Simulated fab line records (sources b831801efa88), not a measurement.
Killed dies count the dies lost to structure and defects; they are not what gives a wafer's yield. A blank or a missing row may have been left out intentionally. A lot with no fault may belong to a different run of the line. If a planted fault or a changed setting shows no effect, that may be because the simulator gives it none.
fab line records ; flow gf180mcu
record: lots: 24; wafers: 72; lastDay: 34
route steps=602 shown M3@411 V3@434 V4@492 PASSIVATION@587
lots untouched by any fault: they come from a run of this same line in which no faults occurred
startH: start of the lot's first displayed wafer, in hours after the record's first day ; waitH: time in hours since the lot's previous step ; " as in the row above ; L1.1+2: a row that stands for several wafers ; - no value, or no start given ; * or withheld: withheld ; < > ~ a bound
route shown NAME@n: names a module that has steps shown in the file, with the first one's number in the route ; usual: mean and standard deviation over wafers with no fault ; same: alike in all rows ; chamber/n: place in a boat ; sites: the reading at each site ; _std_site: the values' standard deviation ; _edge_site: inner sites' mean taken away from outer sites' mean ; radiusMm: how far each site lies from the wafer's centre ; mask NAME#n: copy n ; behind: the last tool/chamber to shape the wafer ; hold: why the lot was held/for how many hours/how that ended ; device: whichever transistor did not switch (one of n, p or np) ; end of line: the route-end tests of the same wafers ; a step with no rows: only its recipe ; killed: dies lost to structure and defects at the first sort, not the wafer's yield ; map: a wafer's dies, marking killed ones x, the rest . and places with no die _
set.NAME: the setting the step ran with; set.NAME@STEP: the setting that earlier step ran with ; model.NAME: the simulator's own value behind a step, which no gauge read
steps of the route over a sample of lots; a table a step, a row a wafer
services: when a tool's chamber went out of use (startH, in hours from the record's first day, below 0 if earlier), for how many hours, and the reason
== steps ==
step: GF_M3_SPUTTER_02
recipe: material: AlCu; targetThkNm: 450; powerW: 10600; timeS: 23.9; chamberPressurePa: 0.4
usual: throttleValvePct: 29.6/0.96
lot.wafer;tool;chamber;startH;waitH;throttleValvePct
L074.1;pvdSputter-04;-;473.78;0.0;28.9
L074.3;pvdSputter-04;-;473.78;0.0;28.0
L074.5;pvdSputter-04;-;473.78;0.0;29.6
L075.2;pvdSputter-02;-;479.10;0.0;30.7
L075.3;pvdSputter-02;-;479.10;0.0;29.2
L075.6;pvdSputter-02;-;479.10;0.0;28.7
L077.2;pvdSputter-03;-;486.68;0.0;29.9
L077.3;pvdSputter-03;-;486.68;0.0;30.0
L077.5;pvdSputter-03;-;486.68;0.0;29.8
L076.2;pvdSputter-02;-;490.67;0.0;28.3
L076.3;pvdSputter-02;-;490.67;0.0;31.1
L076.5;pvdSputter-02;-;490.67;0.0;31.4
L078.1;pvdSputter-04;-;503.79;0.0;28.2
L078.2;pvdSputter-04;-;503.79;0.0;29.3
L078.5;pvdSputter-04;-;503.79;0.0;27.9
L079.3;pvdSputter-02;-;509.54;0.0;31.3
L079.5;pvdSputter-02;-;509.54;0.0;28.5
L079.6;pvdSputter-02;-;509.54;0.0;30.9
L080.4;pvdSputter-02;-;522.09;0.0;30.6
L080.5;pvdSputter-02;-;522.09;0.0;31.5
L080.6;pvdSputter-02;-;522.09;0.0;29.4
L081.1;pvdSputter-02;-;527.29;0.0;28.5
L081.2;pvdSputter-02;-;527.29;0.0;31.4
L081.3;pvdSputter-02;-;527.29;0.0;29.3
L082.2;pvdSputter-03;-;543.12;0.0;29.9
L082.3;pvdSputter-03;-;543.12;0.0;28.8
L082.6;pvdSputter-03;-;543.12;0.0;29.7
L083.4;pvdSputter-03;-;550.84;0.0;29.8
L083.5;pvdSputter-03;-;550.84;0.0;29.9
L083.6;pvdSputter-03;-;550.84;0.0;28.5
L084.1;pvdSputter-02;-;555.35;0.0;29.1
L084.4;pvdSputter-02;-;555.35;0.0;30.9
L084.5;pvdSputter-02;-;555.35;0.0;31.6
L085.1;pvdSputter-04;-;565.25;0.0;28.8
L085.4;pvdSputter-04;-;565.25;0.0;29.7
L085.6;pvdSputter-04;-;565.25;0.0;29.5
L086.1;pvdSputter-03;-;573.94;0.0;29.9
L086.2;pvdSputter-03;-;573.94;0.0;28.5
L086.3;pvdSputter-03;-;573.94;0.0;29.9
L087.3;pvdSputter-03;-;584.44;0.0;29.5
L087.5;pvdSputter-03;-;584.44;0.0;28.4
L087.6;pvdSputter-03;-;584.44;0.0;29.8
L089.2;pvdSputter-04;-;598.83;0.0;28.0
L089.4;pvdSputter-04;-;598.83;0.0;29.0
L089.6;pvdSputter-04;-;598.83;0.0;28.2
L088.2;pvdSputter-04;-;600.12;0.0;28.1
L088.4;pvdSputter-04;-;600.12;0.0;29.1
L088.5;pvdSputter-04;-;600.12;0.0;29.3
L091.2;pvdSputter-02;-;613.24;0.0;28.6
L091.3;pvdSputter-02;-;613.24;0.0;30.6
L091.4;pvdSputter-02;-;613.24;0.0;31.3
L090.1;pvdSputter-02;-;614.68;0.0;31.4
L090.2;pvdSputter-02;-;614.68;0.0;28.6
L090.3;pvdSputter-02;-;614.68;0.0;29.2
L092.3;pvdSputter-03;-;624.67;0.0;30.1
L092.5;pvdSputter-03;-;624.67;0.0;29.7
L092.6;pvdSputter-03;-;624.67;0.0;29.7
L093.2;pvdSputter-03;-;632.89;0.0;29.8
L093.3;pvdSputter-03;-;632.89;0.0;29.9
L093.6;pvdSputter-03;-;632.89;0.0;30.1
L095.1;pvdSputter-03;-;634.95;0.0;28.6
L095.3;pvdSputter-03;-;634.95;0.0;29.9
L095.5;pvdSputter-03;-;634.95;0.0;28.4
L094.1;pvdSputter-02;-;636.89;0.0;29.2
L094.3;pvdSputter-02;-;636.89;0.0;30.9
L094.5;pvdSputter-02;-;636.89;0.0;28.4
L096.1;pvdSputter-03;-;647.58;0.0;29.9
L096.3;pvdSputter-03;-;647.58;0.0;28.5
L096.5;pvdSputter-03;-;647.58;0.0;29.9
L097.2;pvdSputter-02;-;655.89;0.0;29.2
L097.3;pvdSputter-02;-;655.89;0.0;30.6
L097.5;pvdSputter-02;-;655.89;0.0;28.4
step: GF_M3_SPUTTER_03
recipe: material: Ti; targetThkNm: 10; substrateTempC: 300; chamberPressurePa: 0.3; powerW: 3000; timeS: 6.7
usual: throttleValvePct: 29.6/0.96
lot.wafer;tool;chamber;startH;waitH;throttleValvePct
L074.1;pvdSputter-04;-;473.81;0.0;29.0
L074.3;pvdSputter-04;-;473.81;0.0;28.5
L074.5;pvdSputter-04;-;473.81;0.0;29.5
L075.2;pvdSputter-02;-;479.13;0.0;30.5
L075.3;pvdSputter-02;-;479.13;0.0;29.6
L075.6;pvdSputter-02;-;479.13;0.0;28.7
L077.2;pvdSputter-03;-;486.72;0.0;29.7
L077.3;pvdSputter-03;-;486.72;0.0;30.1
L077.5;pvdSputter-03;-;486.72;0.0;29.8
L076.2;pvdSputter-02;-;490.70;0.0;28.5
L076.3;pvdSputter-02;-;490.70;0.0;30.9
L076.5;pvdSputter-02;-;490.70;0.0;31.5
L078.1;pvdSputter-04;-;503.82;0.0;28.2
L078.2;pvdSputter-04;-;503.82;0.0;29.3
L078.5;pvdSputter-04;-;503.82;0.0;28.2
L079.3;pvdSputter-02;-;509.57;0.0;31.5
L079.5;pvdSputter-02;-;509.57;0.0;28.4
L079.6;pvdSputter-02;-;509.57;0.0;30.8
L080.4;pvdSputter-02;-;522.12;0.0;30.6
L080.5;pvdSputter-02;-;522.12;0.0;31.4
L080.6;pvdSputter-02;-;522.12;0.0;29.3
L081.1;pvdSputter-02;-;527.32;0.0;28.4
L081.2;pvdSputter-02;-;527.32;0.0;31.5
L081.3;pvdSputter-02;-;527.32;0.0;29.3
L082.2;pvdSputter-03;-;543.15;0.0;30.0
L082.3;pvdSputter-03;-;543.15;0.0;28.7
L082.6;pvdSputter-03;-;543.15;0.0;29.5
L083.4;pvdSputter-03;-;550.87;0.0;29.9
L083.5;pvdSputter-03;-;550.87;0.0;30.1
L083.6;pvdSputter-03;-;550.87;0.0;28.7
L084.1;pvdSputter-02;-;555.38;0.0;29.3
L084.4;pvdSputter-02;-;555.38;0.0;30.7
L084.5;pvdSputter-02;-;555.38;0.0;31.5
L085.1;pvdSputter-04;-;565.28;0.0;28.9
L085.4;pvdSputter-04;-;565.28;0.0;29.6
L085.6;pvdSputter-04;-;565.28;0.0;29.5
L086.1;pvdSputter-03;-;573.97;0.0;29.6
L086.2;pvdSputter-03;-;573.97;0.0;28.4
L086.3;pvdSputter-03;-;573.97;0.0;29.9
L087.3;pvdSputter-03;-;584.47;0.0;29.9
L087.5;pvdSputter-03;-;584.47;0.0;28.7
L087.6;pvdSputter-03;-;584.47;0.0;29.9
L089.2;pvdSputter-04;-;598.86;0.0;27.8
L089.4;pvdSputter-04;-;598.86;0.0;29.3
L089.6;pvdSputter-04;-;598.86;0.0;27.9
L088.2;pvdSputter-04;-;600.15;0.0;28.0
L088.4;pvdSputter-04;-;600.15;0.0;29.0
L088.5;pvdSputter-04;-;600.15;0.0;29.2
L091.2;pvdSputter-02;-;613.27;0.0;28.5
L091.3;pvdSputter-02;-;613.27;0.0;30.8
L091.4;pvdSputter-02;-;613.27;0.0;31.6
L090.1;pvdSputter-02;-;614.71;0.0;31.5
L090.2;pvdSputter-02;-;614.71;0.0;28.6
L090.3;pvdSputter-02;-;614.71;0.0;29.4
L092.3;pvdSputter-03;-;624.70;0.0;30.0
L092.5;pvdSputter-03;-;624.70;0.0;29.9
L092.6;pvdSputter-03;-;624.70;0.0;30.0
L093.2;pvdSputter-03;-;632.92;0.0;29.9
L093.3;pvdSputter-03;-;632.92;0.0;29.8
L093.6;pvdSputter-03;-;632.92;0.0;29.9
L095.1;pvdSputter-03;-;634.98;0.0;28.3
L095.3;pvdSputter-03;-;634.98;0.0;29.9
L095.5;pvdSputter-03;-;634.98;0.0;28.6
L094.1;pvdSputter-02;-;636.92;0.0;29.3
L094.3;pvdSputter-02;-;636.92;0.0;30.6
L094.5;pvdSputter-02;-;636.92;0.0;28.2
L096.1;pvdSputter-03;-;647.61;0.0;30.1
L096.3;pvdSputter-03;-;647.61;0.0;28.5
L096.5;pvdSputter-03;-;647.61;0.0;29.7
L097.2;pvdSputter-02;-;655.92;0.0;29.2
L097.3;pvdSputter-02;-;655.92;0.0;30.7
L097.5;pvdSputter-02;-;655.92;0.0;28.6
step: GF_V3_BOW_MEAS_05
recipe: mode: bow
usual: V3_BOW: 116/7.6
lot.wafer;tool;chamber;startH;waitH;V3_BOW[um]
L074.1;filmMetro-01;-;498.53;0.1;110
L074.3;filmMetro-01;-;498.53;0.1;108
L074.5;filmMetro-01;-;498.53;0.1;115
L075.2;filmMetro-03;-;510.23;0.3;123
L075.3;filmMetro-03;-;510.23;0.3;111
L075.6;filmMetro-03;-;510.23;0.3;123
L077.2;filmMetro-02;-;511.60;0.1;115
L077.3;filmMetro-02;-;511.60;0.1;119
L077.5;filmMetro-02;-;511.60;0.1;124
L076.2;filmMetro-01;-;515.22;0.3;118
L076.3;filmMetro-01;-;515.22;0.3;124
L076.5;filmMetro-01;-;515.22;0.3;122
L078.1;filmMetro-01;-;528.18;0.2;115
L078.2;filmMetro-01;-;528.18;0.2;126
L078.5;filmMetro-01;-;528.18;0.2;118
L079.3;filmMetro-02;-;533.50;0.3;117
L079.5;filmMetro-02;-;533.50;0.3;129
L079.6;filmMetro-02;-;533.50;0.3;115
L080.4;filmMetro-03;-;546.63;0.2;123
L080.5;filmMetro-03;-;546.63;0.2;131
L080.6;filmMetro-03;-;546.63;0.2;115
L081.1;filmMetro-01;-;551.12;0.2;122
L081.2;filmMetro-01;-;551.12;0.2;134
L081.3;filmMetro-01;-;551.12;0.2;139
L082.2;filmMetro-03;-;566.84;0.3;124
L082.3;filmMetro-03;-;566.84;0.3;125
L082.6;filmMetro-03;-;566.84;0.3;131
L083.4;filmMetro-03;-;574.32;0.3;117
L083.5;filmMetro-03;-;574.32;0.3;122
L083.6;filmMetro-03;-;574.32;0.3;120
L084.1;filmMetro-03;-;579.51;0.1;114
L084.4;filmMetro-03;-;579.51;0.1;111
L084.5;filmMetro-03;-;579.51;0.1;106
L085.1;filmMetro-02;-;588.63;0.1;118
L085.4;filmMetro-02;-;588.63;0.1;107
L085.6;filmMetro-02;-;588.63;0.1;111
L086.1;filmMetro-03;-;596.75;0.2;128
L086.2;filmMetro-03;-;596.75;0.2;125
L086.3;filmMetro-03;-;596.75;0.2;120
L087.3;filmMetro-03;-;607.55;0.3;123
L087.5;filmMetro-03;-;607.55;0.3;126
L087.6;filmMetro-03;-;607.55;0.3;111
L089.2;filmMetro-02;-;620.97;0.2;113
L089.4;filmMetro-02;-;620.97;0.2;113
L089.6;filmMetro-02;-;620.97;0.2;109
L088.2;filmMetro-03;-;622.31;0.2;122
L088.4;filmMetro-03;-;622.31;0.2;122
L088.5;filmMetro-03;-;622.31;0.2;121
L091.2;filmMetro-02;-;635.17;0.1;114
L091.3;filmMetro-02;-;635.17;0.1;105
L091.4;filmMetro-02;-;635.17;0.1;116
L090.1;filmMetro-01;-;637.11;0.2;119
L090.2;filmMetro-01;-;637.11;0.2;124
L090.3;filmMetro-01;-;637.11;0.2;106
L092.3;filmMetro-03;-;646.71;0.2;116
L092.5;filmMetro-03;-;646.71;0.2;107
L092.6;filmMetro-03;-;646.71;0.2;111
L093.2;filmMetro-02;-;654.54;0.1;105
L093.3;filmMetro-02;-;654.54;0.1;120
L093.6;filmMetro-02;-;654.54;0.1;116
L095.1;filmMetro-03;-;657.00;0.2;113
L095.3;filmMetro-03;-;657.00;0.2;105
L095.5;filmMetro-03;-;657.00;0.2;112
L094.1;filmMetro-01;-;657.94;0.2;113
L094.3;filmMetro-01;-;657.94;0.2;117
L094.5;filmMetro-01;-;657.94;0.2;120
L096.1;filmMetro-01;-;668.03;0.1;117
L096.3;filmMetro-01;-;668.03;0.1;118
L096.5;filmMetro-01;-;668.03;0.1;107
L097.2;filmMetro-03;-;676.35;0.2;120
L097.3;filmMetro-03;-;676.35;0.2;113
L097.5;filmMetro-03;-;676.35;0.2;114
step: GF_V4_ETCH_16
recipe: chemistry: N2/H2; targetDepthA: withheld; overetchA: withheld; timeS: withheld; target: BARC; ionEnergyEv: 200; sourceW: 500; biasW: 100; pressureMtorr: 30; n2FlowSccm: 100; h2FlowSccm: 200
usual: drypumpMotorCurrentA: 5.9/0.39; oesProductAu: 0.854/0.0047; throttleValvePct: 13.225/0.0088
lot.wafer;tool;chamber;startH;waitH;drypumpMotorCurrentA;oesProductAu;throttleValvePct
L074.1;rieDiel-03;0;570.20;0.0;5.6;0.859;13.219
L074.3;rieDiel-03;1;570.20;0.0;5.8;0.857;13.210
L074.5;rieDiel-03;3;570.20;0.0;5.7;0.854;13.235
L075.2;rieDiel-03;2;580.70;0.0;6.4;0.851;13.213
L075.3;rieDiel-03;0;580.70;0.0;5.6;0.851;13.219
L075.6;rieDiel-03;1;580.70;0.0;5.8;0.846;13.214
L077.2;rieDiel-02;1;582.11;0.0;5.5;0.851;13.215
L077.3;rieDiel-02;2;582.11;0.0;6.4;0.862;13.227
L077.5;rieDiel-02;3;582.11;0.0;6.4;0.848;13.221
L076.2;rieDiel-01;0;585.85;0.0;6.1;0.850;13.222
L076.3;rieDiel-01;3;585.85;0.0;5.7;0.853;13.237
L076.5;rieDiel-01;3;585.85;0.0;5.7;0.850;13.210
L078.1;rieDiel-01;3;597.56;0.0;5.7;0.846;13.232
L078.2;rieDiel-01;1;597.56;0.0;5.7;0.855;13.232
L078.5;rieDiel-01;0;597.56;0.0;6.1;0.856;13.221
L079.3;rieDiel-01;3;602.91;0.0;5.7;0.858;13.204
L079.5;rieDiel-01;0;602.91;0.0;6.1;0.854;13.230
L079.6;rieDiel-01;3;602.91;0.0;5.7;0.859;13.232
L080.4;rieDiel-02;2;615.83;0.0;6.4;0.857;13.221
L080.5;rieDiel-02;1;615.83;0.0;5.5;0.858;13.232
L080.6;rieDiel-02;3;615.83;0.0;6.4;0.848;13.226
L081.1;rieDiel-01;0;618.61;0.0;6.1;0.856;13.228
L081.2;rieDiel-01;3;618.61;0.0;5.7;0.859;13.228
L081.3;rieDiel-01;2;618.61;0.0;5.2;0.851;13.209
L082.2;rieDiel-01;1;633.81;0.0;5.7;0.848;13.228
L082.3;rieDiel-01;0;633.81;0.0;6.1;0.854;13.228
L082.6;rieDiel-01;0;633.81;0.0;6.1;0.842;13.224
L083.4;rieDiel-02;0;640.46;0.0;6.4;0.856;13.221
L083.5;rieDiel-02;3;640.46;0.0;6.4;0.858;13.218
L083.6;rieDiel-02;0;640.46;0.0;6.4;0.852;13.223
L084.1;rieDiel-01;0;645.71;0.0;6.1;0.853;13.223
L084.4;rieDiel-01;1;645.71;0.0;5.7;0.850;13.231
L084.5;rieDiel-01;0;645.71;0.0;6.2;0.851;13.218
L085.1;rieDiel-01;3;654.76;0.0;5.7;0.850;13.235
L085.4;rieDiel-01;2;654.76;0.0;5.2;0.855;13.233
L085.6;rieDiel-01;1;654.76;0.0;5.7;0.844;13.242
L086.1;rieDiel-03;0;661.05;0.0;5.6;0.854;13.236
L086.2;rieDiel-03;3;661.05;0.0;5.7;0.852;13.224
L086.3;rieDiel-03;1;661.05;0.0;5.8;0.860;13.227
L087.3;rieDiel-02;1;671.71;0.0;5.5;0.854;13.218
L087.5;rieDiel-02;3;671.71;0.0;6.4;0.862;13.217
L087.6;rieDiel-02;0;671.71;0.0;6.4;0.856;13.216
L089.2;rieDiel-02;3;683.56;0.0;6.4;0.845;13.234
L089.4;rieDiel-02;2;683.56;0.0;6.4;0.847;13.222
L089.6;rieDiel-02;3;683.56;0.0;6.4;0.851;13.239
L088.2;rieDiel-02;1;685.60;0.0;5.5;0.858;13.223
L088.4;rieDiel-02;0;685.60;0.0;6.4;0.845;13.233
L088.5;rieDiel-02;1;685.60;0.0;5.5;0.848;13.231
L091.2;rieDiel-02;1;696.82;0.0;5.5;0.847;13.220
L091.3;rieDiel-02;0;696.82;0.0;6.3;0.856;13.209
L091.4;rieDiel-02;1;696.82;0.0;5.5;0.843;13.227
L090.1;rieDiel-02;0;698.70;0.0;6.4;0.853;13.243
L090.2;rieDiel-02;2;698.70;0.0;6.5;0.859;13.232
L090.3;rieDiel-02;1;698.70;0.0;5.5;0.854;13.230
L092.3;rieDiel-02;2;707.43;0.0;6.4;0.857;13.226
L092.5;rieDiel-02;0;707.43;0.0;6.4;0.849;13.250
L092.6;rieDiel-02;2;707.43;0.0;6.4;0.859;13.230
L093.2;rieDiel-03;0;713.51;0.0;5.6;0.856;13.227
L093.3;rieDiel-03;2;713.51;0.0;6.4;0.849;13.221
L093.6;rieDiel-03;3;713.51;0.0;5.7;0.841;13.249
L095.1;rieDiel-01;0;716.30;0.0;6.1;0.856;13.237
L095.3;rieDiel-01;3;716.30;0.0;5.7;0.857;13.236
L095.5;rieDiel-01;3;716.30;0.0;5.7;0.854;13.234
L094.1;rieDiel-01;1;718.21;0.0;5.7;0.856;13.228
L094.3;rieDiel-01;0;718.21;0.0;6.0;0.857;13.220
L094.5;rieDiel-01;0;718.21;0.0;6.1;0.853;13.243
L096.1;rieDiel-01;1;727.16;0.0;5.7;0.853;13.224
L096.3;rieDiel-01;2;727.16;0.0;5.2;0.860;13.215
L096.5;rieDiel-01;2;727.16;0.0;5.2;0.847;13.215
L097.2;rieDiel-01;2;733.62;0.0;5.2;0.863;13.223
L097.3;rieDiel-01;3;733.62;0.0;5.7;0.861;13.227
L097.5;rieDiel-01;3;733.62;0.0;5.7;0.853;13.198
step: GF_V4_SPUTTER_22
recipe: material: TiN; targetThkNm: 10; chamberPressurePa: 5; powerW: 4000; timeS: 40
usual: throttleValvePct: 29.5/1.2
lot.wafer;tool;chamber;startH;waitH;throttleValvePct
L074.1;pvdSputter-04;-;570.96;0.0;29.0
L074.3;pvdSputter-04;-;570.96;0.0;29.3
L074.5;pvdSputter-04;-;570.96;0.0;28.2
L075.2;pvdSputter-04;-;581.43;0.0;29.3
L075.3;pvdSputter-04;-;581.43;0.0;28.2
L075.6;pvdSputter-04;-;581.43;0.0;29.1
L077.2;pvdSputter-04;-;582.83;0.0;29.1
L077.3;pvdSputter-04;-;582.83;0.0;28.1
L077.5;pvdSputter-04;-;582.83;0.0;29.1
L076.2;pvdSputter-04;-;586.57;0.0;29.6
L076.3;pvdSputter-04;-;586.57;0.0;28.0
L076.5;pvdSputter-04;-;586.57;0.0;29.0
L078.1;pvdSputter-02;-;598.29;0.0;29.4
L078.2;pvdSputter-02;-;598.29;0.0;28.5
L078.5;pvdSputter-02;-;598.29;0.0;31.4
L079.3;pvdSputter-02;-;603.97;0.0;28.5
L079.5;pvdSputter-02;-;603.97;0.0;28.2
L079.6;pvdSputter-02;-;603.97;0.0;29.2
L080.4;pvdSputter-01;-;616.97;0.0;30.6
L080.5;pvdSputter-01;-;616.97;0.0;31.6
L080.6;pvdSputter-01;-;616.97;0.0;29.0
L081.1;pvdSputter-04;-;619.67;0.0;29.3
L081.2;pvdSputter-04;-;619.67;0.0;29.3
L081.3;pvdSputter-04;-;619.67;0.0;29.7
L082.2;pvdSputter-02;-;634.53;0.0;29.3
L082.3;pvdSputter-02;-;634.53;0.0;30.9
L082.6;pvdSputter-02;-;634.53;0.0;28.7
L083.4;pvdSputter-04;-;641.22;0.0;29.5
L083.5;pvdSputter-04;-;641.22;0.0;29.5
L083.6;pvdSputter-04;-;641.22;0.0;29.1
L084.1;pvdSputter-04;-;646.47;0.0;28.7
L084.4;pvdSputter-04;-;646.47;0.0;29.6
L084.5;pvdSputter-04;-;646.47;0.0;29.2
L085.1;pvdSputter-01;-;655.48;0.0;29.0
L085.4;pvdSputter-01;-;655.48;0.0;28.1
L085.6;pvdSputter-01;-;655.48;0.0;28.9
L086.1;pvdSputter-04;-;661.77;0.0;29.3
L086.2;pvdSputter-04;-;661.77;0.0;29.1
L086.3;pvdSputter-04;-;661.77;0.0;29.1
L087.3;pvdSputter-04;-;672.43;0.0;28.1
L087.5;pvdSputter-04;-;672.43;0.0;29.2
L087.6;pvdSputter-04;-;672.43;0.0;28.9
L089.2;pvdSputter-01;-;684.32;0.0;31.6
L089.4;pvdSputter-01;-;684.32;0.0;30.4
L089.6;pvdSputter-01;-;684.32;0.0;30.5
L088.2;pvdSputter-01;-;686.32;0.0;30.7
L088.4;pvdSputter-01;-;686.32;0.0;28.2
L088.5;pvdSputter-01;-;686.32;0.0;31.8
L091.2;pvdSputter-01;-;697.57;0.0;30.6
L091.3;pvdSputter-01;-;697.57;0.0;28.0
L091.4;pvdSputter-01;-;697.57;0.0;29.2
L090.1;pvdSputter-01;-;699.45;0.0;30.6
L090.2;pvdSputter-01;-;699.45;0.0;31.7
L090.3;pvdSputter-01;-;699.45;0.0;29.1
L092.3;pvdSputter-01;-;708.23;0.0;28.2
L092.5;pvdSputter-01;-;708.23;0.0;31.6
L092.6;pvdSputter-01;-;708.23;0.0;28.0
L093.2;pvdSputter-02;-;714.23;0.0;28.5
L093.3;pvdSputter-02;-;714.23;0.0;29.5
L093.6;pvdSputter-02;-;714.23;0.0;31.4
L095.1;pvdSputter-01;-;717.02;0.0;31.8
L095.3;pvdSputter-01;-;717.02;0.0;28.7
L095.5;pvdSputter-01;-;717.02;0.0;31.5
L094.1;pvdSputter-01;-;718.93;0.0;30.6
L094.3;pvdSputter-01;-;718.93;0.0;28.2
L094.5;pvdSputter-01;-;718.93;0.0;31.4
L096.1;pvdSputter-02;-;727.88;0.0;29.3
L096.3;pvdSputter-02;-;727.88;0.0;28.6
L096.5;pvdSputter-02;-;727.88;0.0;30.6
L097.2;pvdSputter-02;-;734.34;0.0;31.5
L097.3;pvdSputter-02;-;734.34;0.0;28.8
L097.5;pvdSputter-02;-;734.34;0.0;29.1
step: GF_PASSIVATION_CVD_00
recipe: material: SiO2; targetThkNm: 1000; precursor: TEOS; tempC: 400; timeS: 111.95; rfW: 600
usual: heaterPowerW: 618/66
lot.wafer;tool;chamber;startH;waitH;heaterPowerW;sinceWetCleanH
L074.1;pecvd-04;2;660.88;0.0;572;278
L074.3;pecvd-04;0;660.88;0.0;616;278
L074.5;pecvd-04;2;660.88;0.0;468;-
L075.2;pecvd-04;1;667.57;0.0;685;285
L075.3;pecvd-04;0;667.57;0.0;668;285
L075.6;pecvd-04;0;667.57;0.0;708;-
L077.2;pecvd-02;0;669.98;0.0;544;704
L077.3;pecvd-02;1;669.98;0.0;781;704
L077.5;pecvd-02;2;669.98;0.0;674;-
L076.2;pecvd-03;1;673.63;0.0;642;69
L076.3;pecvd-03;0;673.63;0.0;610;69
L076.5;pecvd-03;2;673.63;0.0;557;-
L078.1;pecvd-02;1;684.58;0.0;655;718
L078.2;pecvd-02;2;684.58;0.0;606;718
L078.5;pecvd-02;0;684.58;0.0;490;-
L079.3;pecvd-04;0;689.27;0.0;626;306
L079.5;pecvd-04;1;689.27;0.0;701;-
L079.6;pecvd-04;0;689.27;0.0;683;-
L080.4;pecvd-03;1;700.76;0.0;610;-
L080.5;pecvd-03;2;700.76;0.0;655;-
L080.6;pecvd-03;0;700.76;0.0;610;-
L081.1;pecvd-02;1;703.52;0.0;625;737
L081.2;pecvd-02;0;703.52;0.0;536;737
L081.3;pecvd-02;2;703.52;0.0;562;737
L082.2;pecvd-03;1;716.87;0.0;659;112
L082.3;pecvd-03;2;716.87;0.0;687;112
L082.6;pecvd-03;2;716.87;0.0;557;-
L083.4;pecvd-02;1;723.25;0.0;693;-
L083.5;pecvd-02;2;723.25;0.0;533;-
L083.6;pecvd-02;0;723.25;0.0;571;-
L084.1;pecvd-03;2;726.81;0.0;687;122
L084.4;pecvd-03;1;726.81;0.0;516;-
L084.5;pecvd-03;0;726.81;0.0;687;-
L085.1;pecvd-04;2;735.33;0.0;455;352
L085.4;pecvd-04;0;735.33;0.0;663;-
L085.6;pecvd-04;2;735.33;0.0;522;-
L086.1;pecvd-02;0;739.98;0.0;595;774
L086.2;pecvd-02;2;739.98;0.0;655;774
L086.3;pecvd-02;1;739.98;0.0;688;774
L087.3;pecvd-04;1;748.38;0.0;661;366
L087.5;pecvd-04;0;748.38;0.0;652;-
L087.6;pecvd-04;2;748.38;0.0;594;-
L089.2;pecvd-03;1;760.24;0.0;564;155
L089.4;pecvd-03;2;760.24;0.0;561;-
L089.6;pecvd-03;0;760.24;0.0;653;-
L088.2;pecvd-02;1;761.66;0.0;771;795
L088.4;pecvd-02;0;761.66;0.0;494;-
L088.5;pecvd-02;2;761.66;0.0;664;-
L091.2;pecvd-03;2;770.31;0.0;606;165
L091.3;pecvd-03;0;770.31;0.0;614;165
L091.4;pecvd-03;1;770.31;0.0;609;-
L090.1;pecvd-03;0;771.47;0.0;601;166
L090.2;pecvd-03;2;771.47;0.0;568;166
L090.3;pecvd-03;1;771.47;0.0;654;166
L092.3;pecvd-03;2;781.78;0.0;668;177
L092.5;pecvd-03;0;781.78;0.0;642;-
L092.6;pecvd-03;2;781.78;0.0;542;-
L093.2;pecvd-02;2;785.00;0.0;600;819
L093.3;pecvd-02;0;785.00;0.0;576;819
L093.6;pecvd-02;1;785.00;0.0;749;-
L095.1;pecvd-02;2;788.56;0.0;619;822
L095.3;pecvd-02;0;788.56;0.0;530;822
L095.5;pecvd-02;0;788.56;0.0;575;-
L094.1;pecvd-04;0;790.12;0.0;719;407
L094.3;pecvd-04;1;790.12;0.0;638;407
L094.5;pecvd-04;2;790.12;0.0;586;-
L096.1;pecvd-02;2;797.98;0.0;608;832
L096.3;pecvd-02;0;797.98;0.0;593;832
L096.5;pecvd-02;2;797.98;0.0;639;-
L097.2;pecvd-03;2;802.76;0.0;639;198
L097.3;pecvd-03;0;802.76;0.0;649;198
L097.5;pecvd-03;1;802.76;0.0;668;-
== services ==
tool;chamber;startH;hours;kind
pvdSputter-01;-;457.89;2.2;repair
rieDiel-02;2;465.05;30.0;repair
pvdSputter-04;-;465.46;0.9;repair
pvdSputter-01;-;497.32;1.1;repair
rieDiel-01;0;509.84;2.8;repair
rieDiel-02;2;527.85;2.8;repair
pvdSputter-02;-;531.79;3.8;repair
pvdSputter-04;-;531.92;3.7;repair
pecvd-02;-;557.98;0.8;repair
pvdSputter-01;-;580.42;7.6;repair
pecvd-03;-;591.12;14.0;pm
pecvd-03;0;594.80;24.2;repair
pvdSputter-03;-;599.17;2.7;repair
rieDiel-01;2;627.12;6.9;repair
pecvd-03;0;638.83;5.7;repair
rieDiel-01;2;640.13;8.2;repair
pecvd-02;-;659.81;1.7;repair
rieDiel-02;1;679.44;3.2;repair
pvdSputter-02;-;695.77;1.9;repair
rieDiel-01;-;702.45;0.3;repair
pvdSputter-04;-;716.38;0.7;repair
rieDiel-01;-;751.09;2.8;pm
pvdSputter-02;-;779.83;1.4;repair
pvdSputter-04;-;782.63;7.4;repair
== key ==
fault none
